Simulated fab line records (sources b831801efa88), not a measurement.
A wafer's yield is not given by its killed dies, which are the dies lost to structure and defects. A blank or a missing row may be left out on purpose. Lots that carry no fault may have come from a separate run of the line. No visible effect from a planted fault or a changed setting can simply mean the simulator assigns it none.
fab line records    flow gf180mcu
record: lots: 13  wafers: 39  last_day: 34
route steps=602 shown HV_LDD@212 M3@415 V3@452 M4@462
lots with no fault: from the same line, run without faults
start_h: hours from the record's first day to the start of the lot's first wafer shown    wait_h: hours since the lot's step before    " as in the row above    L1.1+2: a single row standing in for several wafers    - value missing, or start not given    * or withheld: withheld    < > ~ a bound
route shown NAME@n: a module of which the file shows steps, and the number in the route of the first    usual: the fault-free wafers' mean and standard deviation    same: alike in all rows    chamber/n: place in a boat    sites: readings site by site    _std_site: standard deviation across them    _edge_site: outer sites' mean less inner sites'    radius_mm: how far each site lies from the wafer's centre    mask NAME#n: copy n    behind: the last tool/chamber to shape the wafer    hold: what put the lot on hold/how long, in hours/how the hold closed    device: whichever transistor did not switch (one of n, p or np)    end of line: tests of these same wafers at the route's end    a step given without rows: its recipe and nothing more    killed: dies lost to structure and defects at the first sort, not the wafer's yield    map: shows each die of a wafer: x if killed, . if not, _ if none is there
set.NAME: the setting that was run; set.NAME@STEP: the one run at that earlier step    model.NAME: the simulator's own value behind a step, which no gauge read
the route's steps for a sample of lots (tables are steps, rows are wafers)
services: from which hour (start_h, from the record's first day; less than 0 if before it) a tool's chamber was out of use, for how many hours, and why
== steps ==
step: GF_HV_LDD_IMPLANT_36
recipe: species: P  energy_kev: 60  dose_cm2: 7.5e+12  tilt_deg: 30  rotation_deg: 270
usual: dose_ions_cm2: 7.499e+12/8e+09  faraday_current_uA: 42.3/0.9
lot.wafer  tool          chamber  start_h  wait_h  dose_ions_cm2  faraday_current_uA
L377.2     implanter-01  0        265.09   0.1     7.505e+12      42.3
L377.4     "             0        "        "       7.488e+12      42.3
L377.6     "             0        "        "       7.507e+12      43.6
L379.3     implanter-04  0        277.97   0.1     7.493e+12      42.6
L379.5     "             0        "        "       7.495e+12      42.1
L379.6     "             0        "        "       7.503e+12      42.6
L380.2     implanter-02  0        285.14   0.1     7.489e+12      42.0
L380.3     "             0        "        "       7.502e+12      40.0
L380.6     "             0        "        "       7.504e+12      42.8
L381.3     implanter-02  0        296.74   0.1     7.492e+12      42.0
L381.5     "             0        "        "       7.486e+12      42.6
L381.6     "             0        "        "       7.497e+12      43.5
L384.2     implanter-04  0        316.07   0.1     7.517e+12      43.2
L384.3     "             0        "        "       7.505e+12      43.8
L384.5     "             0        "        "       7.501e+12      40.9
L385.1     implanter-02  0        320.54   0.1     7.495e+12      41.5
L385.3     "             0        "        "       7.491e+12      41.4
L385.4     "             0        "        "       7.495e+12      41.2
L386.1     implanter-01  0        327.72   0.1     7.499e+12      41.4
L386.2     "             0        "        "       7.499e+12      41.5
L386.6     "             0        "        "       7.5e+12        41.7
L390.2     implanter-02  0        364.47   0.1     2.9022e+13     165.8
L390.5     "             0        "        "       2.9027e+13     164.9
L390.6     "             0        "        "       2.9019e+13     169.5
L391.1     implanter-01  0        370.54   0.1     7.505e+12      44.0
L391.4     "             0        "        "       7.493e+12      41.6
L391.5     "             0        "        "       7.497e+12      41.5
L392.1     implanter-02  0        380.69   0.1     2.9035e+13     162.5
L392.2     "             0        "        "       2.9037e+13     163.5
L392.6     "             0        "        "       2.9033e+13     162.5
L394.3     implanter-02  0        391.89   0.1     2.9032e+13     168.2
L394.4     "             0        "        "       2.9031e+13     166.9
L394.5     "             0        "        "       2.9035e+13     157.8
L397.4     implanter-01  0        421.26   0.1     7.497e+12      42.1
L397.5     "             0        "        "       7.499e+12      42.8
L397.6     "             0        "        "       7.492e+12      41.3
L399.3     implanter-04  0        428.24   0.1     7.496e+12      41.6
L399.5     "             0        "        "       7.492e+12      41.3
L399.6     "             0        "        "       7.497e+12      43.8
step: GF_HV_LDD_TW_MEAS_38
usual: HV_LDD_3_TW: 1426/8.9
lot.wafer  tool           chamber  start_h  wait_h  HV_LDD_3_TW
L377.2     film_metro-02  -        265.33   0.1     1420
L377.4     "              -        "        "       1422
L377.6     "              -        "        "       1427
L379.3     film_metro-04  -        278.19   0.1     1440
L379.5     "              -        "        "       1438
L379.6     "              -        "        "       1431
L380.2     film_metro-01  -        285.38   0.1     1417
L380.3     "              -        "        "       1407
L380.6     "              -        "        "       1414
L381.3     film_metro-02  -        296.96   0.1     1439
L381.5     "              -        "        "       1432
L381.6     "              -        "        "       1429
L384.2     film_metro-04  -        316.30   0.1     1432
L384.3     "              -        "        "       1428
L384.5     "              -        "        "       1428
L385.1     film_metro-02  -        320.79   0.1     1425
L385.3     "              -        "        "       1428
L385.4     "              -        "        "       1429
L386.1     film_metro-02  -        327.97   0.1     1428
L386.2     "              -        "        "       1422
L386.6     "              -        "        "       1426
L390.2     film_metro-01  -        364.70   0.1     1683
L390.5     "              -        "        "       1686
L390.6     "              -        "        "       1684
L391.1     film_metro-04  -        370.79   0.1     1433
L391.4     "              -        "        "       1432
L391.5     "              -        "        "       1426
L392.1     film_metro-02  -        380.94   0.1     1698
L392.2     "              -        "        "       1694
L392.6     "              -        "        "       1697
L394.3     film_metro-04  -        392.11   0.1     1707
L394.4     "              -        "        "       1711
L394.5     "              -        "        "       1700
L397.4     film_metro-01  -        421.47   0.1     1423
L397.5     "              -        "        "       1413
L397.6     "              -        "        "       1417
L399.3     film_metro-01  -        428.46   0.1     1415
L399.5     "              -        "        "       1417
L399.6     "              -        "        "       1416
step: GF_HV_LDD_RS_MEAS_53
recipe: thk_meas_gauge: four-point-probe
usual: HV_LDD_RS: 418.6/1
lot.wafer  tool           chamber  start_h  wait_h  HV_LDD_RS[ohm/sq]
L377.2     film_metro-02  -        285.34   0.1     419.4
L377.4     "              -        "        "       417.9
L377.6     "              -        "        "       418.7
L379.3     film_metro-02  -        298.59   0.1     417.1
L379.5     "              -        "        "       418.7
L379.6     "              -        "        "       418.8
L380.2     film_metro-02  -        305.69   0.1     419.2
L380.3     "              -        "        "       419.4
L380.6     "              -        "        "       419.0
L381.3     film_metro-02  -        317.86   0.1     418.3
L381.5     "              -        "        "       417.9
L381.6     "              -        "        "       418.3
L384.2     film_metro-02  -        337.31   0.1     419.0
L384.3     "              -        "        "       419.9
L384.5     "              -        "        "       420.3
L385.1     film_metro-02  -        342.14   0.1     417.4
L385.3     "              -        "        "       416.7
L385.4     "              -        "        "       416.6
L386.1     film_metro-01  -        349.77   0.1     418.8
L386.2     "              -        "        "       417.8
L386.6     "              -        "        "       419.4
L390.2     film_metro-02  -        388.09   0.1     368.4
L390.5     "              -        "        "       368.4
L390.6     "              -        "        "       368.1
L391.1     film_metro-04  -        394.55   0.1     416.8
L391.4     "              -        "        "       417.3
L391.5     "              -        "        "       416.7
L392.1     film_metro-02  -        404.52   0.1     369.3
L392.2     "              -        "        "       370.0
L392.6     "              -        "        "       369.5
L394.3     film_metro-02  -        416.01   0.1     369.9
L394.4     "              -        "        "       370.3
L394.5     "              -        "        "       370.6
L397.4     film_metro-01  -        446.00   0.1     419.9
L397.5     "              -        "        "       421.4
L397.6     "              -        "        "       420.7
L399.3     film_metro-02  -        453.45   0.1     419.0
L399.5     "              -        "        "       418.2
L399.6     "              -        "        "       419.6
step: GF_M3_THK_MEAS_06
recipe: thk_meas_gauge: xrf  reads: AlCu_of_M3_SPUTTER_02
usual: M3_ALCU_THK: 453/5.3
lot.wafer  tool           chamber  start_h  wait_h  M3_ALCU_THK[nm]
L377.2     film_metro-03  -        477.85   0.1     454
L377.4     "              -        "        "       454
L377.6     "              -        "        "       458
L379.3     film_metro-02  -        492.96   0.1     456
L379.5     "              -        "        "       457
L379.6     "              -        "        "       457
L380.2     film_metro-03  -        502.00   0.1     454
L380.3     "              -        "        "       457
L380.6     "              -        "        "       456
L381.3     film_metro-03  -        515.49   0.1     450
L381.5     "              -        "        "       453
L381.6     "              -        "        "       451
L384.2     film_metro-01  -        538.13   0.1     453
L384.3     "              -        "        "       456
L384.5     "              -        "        "       455
L385.1     film_metro-02  -        542.08   0.1     463
L385.3     "              -        "        "       457
L385.4     "              -        "        "       460
L386.1     film_metro-03  -        548.98   0.1     460
L386.2     "              -        "        "       458
L386.6     "              -        "        "       464
L390.2     film_metro-01  -        587.14   0.1     451
L390.5     "              -        "        "       453
L390.6     "              -        "        "       449
L391.1     film_metro-03  -        593.03   0.1     457
L391.4     "              -        "        "       457
L391.5     "              -        "        "       456
L392.1     film_metro-01  -        605.87   0.1     449
L392.2     "              -        "        "       451
L392.6     "              -        "        "       454
L394.3     film_metro-01  -        612.31   0.1     443
L394.4     "              -        "        "       448
L394.5     "              -        "        "       450
L397.4     film_metro-03  -        636.72   0.1     455
L397.5     "              -        "        "       459
L397.6     "              -        "        "       452
L399.3     film_metro-02  -        643.00   0.1     453
L399.5     "              -        "        "       453
L399.6     "              -        "        "       453
step: GF_V3_CVD_23
recipe: material: W  target_thk_nm: 350  time_s: 104.9  temp_c: 400  pressure_torr: 40
usual: heater_power_w: 899/71
lot.wafer  tool      chamber  start_h  wait_h  heater_power_w
L377.2     cvd_w-01  1        528.56   0.0     814
L377.4     "         0        "        "       933
L377.6     "         0        "        "       965
L379.3     cvd_w-01  0        543.14   0.1     977
L379.5     "         0        "        "       973
L379.6     "         1        "        "       821
L380.2     cvd_w-02  0        549.48   0.0     848
L380.3     "         0        "        "       833
L380.6     "         1        "        "       938
L381.3     cvd_w-01  1        564.06   0.1     817
L381.5     "         0        "        "       965
L381.6     "         1        "        "       808
L384.2     cvd_w-01  0        584.61   0.1     955
L384.3     "         0        "        "       944
L384.5     "         0        "        "       965
L385.1     cvd_w-01  0        587.88   0.0     937
L385.3     "         0        "        "       992
L385.4     "         0        "        "       967
L386.1     cvd_w-01  0        594.03   0.0     963
L386.2     "         1        "        "       802
L386.6     "         0        "        "       974
L390.2     cvd_w-01  0        630.37   0.0     982
L390.5     "         0        "        "       968
L390.6     "         1        "        "       823
L391.1     cvd_w-02  1        636.16   0.0     965
L391.4     "         1        "        "       949
L391.5     "         0        "        "       840
L392.1     cvd_w-02  1        648.23   0.0     947
L392.2     "         0        "        "       854
L392.6     "         0        "        "       814
L394.3     cvd_w-01  0        654.89   0.1     982
L394.4     "         1        "        "       813
L394.5     "         0        "        "       986
L397.4     cvd_w-01  0        679.10   0.1     966
L397.5     "         1        "        "       819
L397.6     "         0        "        "       970
L399.3     cvd_w-02  1        684.69   0.1     974
L399.5     "         1        "        "       943
L399.6     "         0        "        "       851
step: GF_M4_THK_MEAS_06
recipe: thk_meas_gauge: xrf  reads: AlCu_of_M4_SPUTTER_02
usual: M4_ALCU_THK: 449/4.2
lot.wafer  tool           chamber  start_h  wait_h  M4_ALCU_THK[nm]
L377.2     film_metro-01  -        529.50   0.1     451
L377.4     "              -        "        "       446
L377.6     "              -        "        "       449
L379.3     film_metro-03  -        544.06   0.1     452
L379.5     "              -        "        "       454
L379.6     "              -        "        "       455
L380.2     film_metro-03  -        550.42   0.1     444
L380.3     "              -        "        "       452
L380.6     "              -        "        "       453
L381.3     film_metro-01  -        564.98   0.1     450
L381.5     "              -        "        "       450
L381.6     "              -        "        "       447
L384.2     film_metro-01  -        585.63   0.1     451
L384.3     "              -        "        "       449
L384.5     "              -        "        "       451
L385.1     film_metro-01  -        588.92   0.1     450
L385.3     "              -        "        "       450
L385.4     "              -        "        "       449
L386.1     film_metro-01  -        594.96   0.1     444
L386.2     "              -        "        "       450
L386.6     "              -        "        "       450
L390.2     film_metro-03  -        631.31   0.1     453
L390.5     "              -        "        "       454
L390.6     "              -        "        "       454
L391.1     film_metro-01  -        637.09   0.1     453
L391.4     "              -        "        "       453
L391.5     "              -        "        "       452
L392.1     film_metro-04  -        649.16   0.1     444
L392.2     "              -        "        "       448
L392.6     "              -        "        "       448
L394.3     film_metro-01  -        655.80   0.1     438
L394.4     "              -        "        "       444
L394.5     "              -        "        "       442
L397.4     film_metro-04  -        680.05   0.1     443
L397.5     "              -        "        "       443
L397.6     "              -        "        "       445
L399.3     film_metro-03  -        685.64   0.1     452
L399.5     "              -        "        "       454
L399.6     "              -        "        "       451
== services ==
tool          chamber  start_h  hours  kind
cvd_w-01      -        264.20   6.9    pm
implanter-02  -        298.27   3.3    pm
implanter-02  -        308.30   2.6    repair
implanter-02  -        347.05   6.4    repair
implanter-04  -        369.97   0.8    repair
cvd_w-01      -        381.51   0.8    repair
cvd_w-01      -        390.00   14.0   pm
cvd_w-02      -        392.58   0.7    repair
implanter-01  -        408.66   3.9    pm
implanter-01  -        425.96   1.3    repair
implanter-02  -        427.66   1.7    repair
implanter-04  -        441.15   7.0    repair
implanter-02  -        444.51   177.8  pm
cvd_w-01      -        472.01   0.2    repair
cvd_w-02      1        543.16   6.2    repair
cvd_w-02      -        550.14   6.0    pm
cvd_w-01      -        558.91   0.8    repair
implanter-01  -        564.27   2.8    pm
cvd_w-01      1        583.38   7.0    repair
implanter-02  -        624.15   8.9    pm
implanter-02  -        633.79   1.0    repair
cvd_w-01      -        663.43   2.8    pm
cvd_w-02      0        664.52   3.1    repair
implanter-02  -        673.05   3.9    pm
== key ==
first_sign: step: GF_HV_LDD_IMPLANT_36  reading: dose_ions_cm2  direction: up  sigmas: 99+  usual: 7.499e+12  struck: 2.903e+13
effect: step: GF_HV_LDD_IMPLANT_36  reading: faraday_current_uA  direction: up  sigmas: 99+  usual: 42.3  struck: 164.6
effect: step: GF_HV_LDD_TW_MEAS_38  reading: HV_LDD_3_TW  direction: up  sigmas: 30  usual: 1426  struck: 1696
effect: step: GF_HV_LDD_RS_MEAS_53  reading: HV_LDD_RS  direction: down  sigmas: 48  usual: 418.6  struck: 369.4
met_at GF_HV_LDD_IMPLANT_36
struck_lots L390,L392,L394
tester_left_out L390,L392,L394
not_acting_at GF_M3_THK_MEAS_06,GF_V3_CVD_23,GF_M4_THK_MEAS_06
onset_between 320.54 364.47
fault: kind: process_parameter_drift  tool: implanter-02  chamber: -  onset_h: 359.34  steps: GF_HV_LDD_IMPLANT_36  channel: dose_cm2  offset: 2.1531e+13  shape: step  end_h: 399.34  acts_in: these_recipes_only  stated: 7.5e+12
tester_left_out: of these lots the tester's yield and bins aren't shown, on N5 and GAA mostly nor the transistor test; their killed dies are dies lost to structure and defects alone, not to doping, threshold or leakage, so they don't give the yield
